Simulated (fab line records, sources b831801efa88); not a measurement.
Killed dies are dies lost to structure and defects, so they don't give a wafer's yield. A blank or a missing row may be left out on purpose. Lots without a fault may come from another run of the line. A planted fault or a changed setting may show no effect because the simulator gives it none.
A struck lot beside a sound one | flow sfq_line | 42 steps out of a route of 325
Sound: wafers L232.1, L232.3, L232.6. Struck: wafers L243.2, L243.5, L243.6. The cause comes at the end.
At each step with rows: each side's tool, then ch and its chambers, then its first start. Under that, the readings that differ: sound wafers | struck wafers | difference of the means | sigmas: that difference in standard deviations of wafers without a fault.
alike: readings whose means differ by less than 2 such deviations, and words and numbers that are the same on both sides. not compared: withheld readings, readings that some wafer has no value for, bounds like >300 that may hide the same value, and numbers for which the record gives no deviation and whose values overlap.
The two part at a step that has a row with sigmas, a row that says differs or no value, or rows on one side only. Numbers that don't overlap but have no deviation are shown without sigmas and don't part them. A reading that every wafer of one side lacks parts them only if that side has two wafers or more.

SFQ_M3_OVL_MEAS_921:
  sound on overlay-01, day 38 10:57; struck on overlay-01, day 47 07:12
  alike: M3_OVL
then, 6 steps without rows for these wafers: SFQ_TRILAYER_M3_BARC_OPEN_METAL_ETCH_100 (etches BARC in O2, target depth 125 nm, time 41.7 s); SFQ_TRILAYER_M3_ETCH_METAL_ETCH_078 (etches Nb in Cl2/Ar, stops on SiO2, target depth 240 nm, time 120 s); SFQ_TRILAYER_M3_STRIP_STRIP_079 (strips in O2); SFQ_TRILAYER_M3_STRIP_SOLV_CLEAN_080 (cleans in NMP, time 600 s); SFQ_TRILAYER_I3_DEP_PECVD_081 (deposits SiO2 from SiH4/N2O, time 111.11 s, target thk 500 nm); SFQ_TRILAYER_I3_CMP_CMP_082 (polishes SiO2).
SFQ_I3_BOW_MEAS_922:
  sound on film_metro-04, day 39 22:05; struck on film_metro-04, day 47 15:21
  alike: I3_BOW
SFQ_TRILAYER_I3_METRO_MEASURE_083:
  sound on film_metro-04, day 39 22:13; struck on film_metro-04, day 47 15:39
  alike: thk_nm
then, 3 steps without rows for these wafers: SFQ_TRILAYER_I3_VIA_LITHO_COAT_090 (resist thk 62 nm); SFQ_TRILAYER_I3_VIA_LITHO_COAT_085 (resist thk 650 nm); SFQ_TRILAYER_I3_VIA_LITHO_SOFTBAKE_089.
SFQ_TRILAYER_I3_VIA_LITHO_EXPOSE_086: exposes mask I3, target cd 500 nm.
  sound on krf_scanner-01 ch 0, day 40 04:26; struck on krf_scanner-01 ch 0, day 47 17:59
  reading                    | sound                | struck            | difference | sigmas
  model.I3.overlay_x_nm (nm) | -1.028 -1.028 -1.028 | 150.1 150.1 150.1 | +151.1     |
  alike: mask
then, 2 steps without rows for these wafers: SFQ_TRILAYER_I3_VIA_LITHO_PEB_088 (peb time 60 s); SFQ_TRILAYER_I3_VIA_LITHO_DEVELOP_087 (time 60 s).
SFQ_I3_OVL_MEAS_923:
  sound on overlay-01, day 40 05:56; struck on overlay-01, day 47 19:17
  reading     | sound     | struck      | difference | sigmas
  I3_OVL (nm) | -6 -2 -10 | 151 150 144 | +154       | +26
SFQ_TRILAYER_I3_VIA_BARC_OPEN_VIA_ETCH_121: etches BARC in O2, target depth 125 nm, time 41.7 s.
  sound on rie_diel-02 ch 0,2,3, day 40 05:58; struck on rie_diel-04 ch 0,3, day 47 19:19
  alike: drypump_motor_current_A, oes_product_au
  not compared: rf_hours_counter_h
then, 5 steps without rows for these wafers: SFQ_TRILAYER_I3_VIA_ETCH_VIA_ETCH_088 (etches SiO2 in CHF3, stops on Nb, target depth 260 nm); SFQ_TRILAYER_I3_VIA_STRIP_STRIP_089 (strips in O2); SFQ_TRILAYER_I3_VIA_STRIP_SOLV_CLEAN_090 (cleans in NMP, time 600 s); SFQ_TRILAYER_M4_DEP_PRE_CLEAN_092 (time 22.5 s); SFQ_TRILAYER_M4_DEP_SPUTTER_091 (material Nb, target thk 200 nm, time 133.3 s).
SFQ_M4_RS_MEAS_924: measures by four-point-probe.
  sound on film_metro-02, day 40 08:01; struck on film_metro-02, day 47 20:23
  reading           | sound             | struck            | difference | sigmas
  M4_NB_RS (ohm/sq) | 0.870 0.870 0.872 | 0.891 0.894 0.891 | +0.021     | +2
then, 6 steps without rows for these wafers: SFQ_TRILAYER_M4_LITHO_COAT_098 (resist thk 62 nm); SFQ_TRILAYER_M4_LITHO_COAT_093 (resist thk 600 nm); SFQ_TRILAYER_M4_LITHO_SOFTBAKE_097; SFQ_TRILAYER_M4_LITHO_EXPOSE_094 (exposes mask M4, target cd 500 nm); SFQ_TRILAYER_M4_LITHO_PEB_096 (peb time 60 s); SFQ_TRILAYER_M4_LITHO_DEVELOP_095 (time 60 s).
-- the record jumps here: 5 days lie between the struck wafers' starts before and after --
SFQ_M4_OVL_MEAS_926:
  sound on overlay-01, day 44 05:30; struck on overlay-02, day 52 12:58
  alike: M4_OVL
SFQ_TRILAYER_M4_BARC_OPEN_METAL_ETCH_123: etches BARC in O2, target depth 125 nm, time 41.7 s.
  sound on rie_metal-03 ch 1, day 44 05:32; struck on rie_metal-02 ch 0, day 52 13:01
  reading                     | sound          | struck         | difference | sigmas
  drypump_motor_current_A (A) | 6.11 6.11 6.14 | 5.56 5.55 5.56 | -0.56      | -2
  alike: oes_product_au
  not compared: rf_hours_counter_h
SFQ_TRILAYER_M4_ETCH_METAL_ETCH_096: etches Nb in Cl2/Ar, stops on SiO2, target depth 240 nm, time 120 s.
  sound on rie_metal-03 ch 1, day 44 05:36; struck on rie_metal-02 ch 0, day 52 13:09
  reading                     | sound          | struck         | difference | sigmas
  drypump_motor_current_A (A) | 6.14 6.15 6.10 | 5.57 5.59 5.59 | -0.55      | -2
  alike: oes_product_au
  not compared: rf_hours_counter_h
then, 2 steps without rows for these wafers: SFQ_TRILAYER_M4_STRIP_STRIP_097 (strips in O2); SFQ_TRILAYER_M4_STRIP_SOLV_CLEAN_098 (cleans in NMP, time 600 s).
SFQ_TRILAYER_I4_DEP_PECVD_099: deposits SiO2 from SiH4/N2O, time 111.11 s, target thk 500 nm.
  sound on pecvd-03 ch 0,2, day 44 06:31; struck on pecvd-03 ch 1,2, day 52 14:44
  alike: heater_power_w, throttle_valve_pct
then, 1 step without rows for these wafers: SFQ_TRILAYER_I4_CMP_CMP_100 (polishes SiO2).
SFQ_I4_BOW_MEAS_927:
  sound on film_metro-03, day 44 11:29; struck on film_metro-02, day 52 18:52
  alike: I4_BOW
then, 4 steps without rows for these wafers: SFQ_TRILAYER_I4_METRO_MEASURE_101; SFQ_TRILAYER_I4_VIA_LITHO_COAT_108 (resist thk 62 nm); SFQ_TRILAYER_I4_VIA_LITHO_COAT_103 (resist thk 650 nm); SFQ_TRILAYER_I4_VIA_LITHO_SOFTBAKE_107.
-- the record jumps here: 31 days lie between the struck wafers' starts before and after --
SFQ_M8_BOW_MEAS_951:
  sound on film_metro-01, day 75 16:46; struck on film_metro-01, day 83 16:35
  reading                 | sound             | struck           | difference | sigmas
  model.etest.i3.link_ohm | 1.947 1.955 1.954 | 2.06 2.064 2.054 | +0.11      |
  alike: M8_BOW

WHERE THEY PART
First at SFQ_I3_OVL_MEAS_923; last, within this record, at SFQ_TRILAYER_M4_ETCH_METAL_ETCH_096. Later steps at which nothing parts them and some readings are alike: SFQ_TRILAYER_I4_DEP_PECVD_099, SFQ_I4_BOW_MEAS_927, SFQ_M8_BOW_MEAS_951.

WHY: what the simulator had put in
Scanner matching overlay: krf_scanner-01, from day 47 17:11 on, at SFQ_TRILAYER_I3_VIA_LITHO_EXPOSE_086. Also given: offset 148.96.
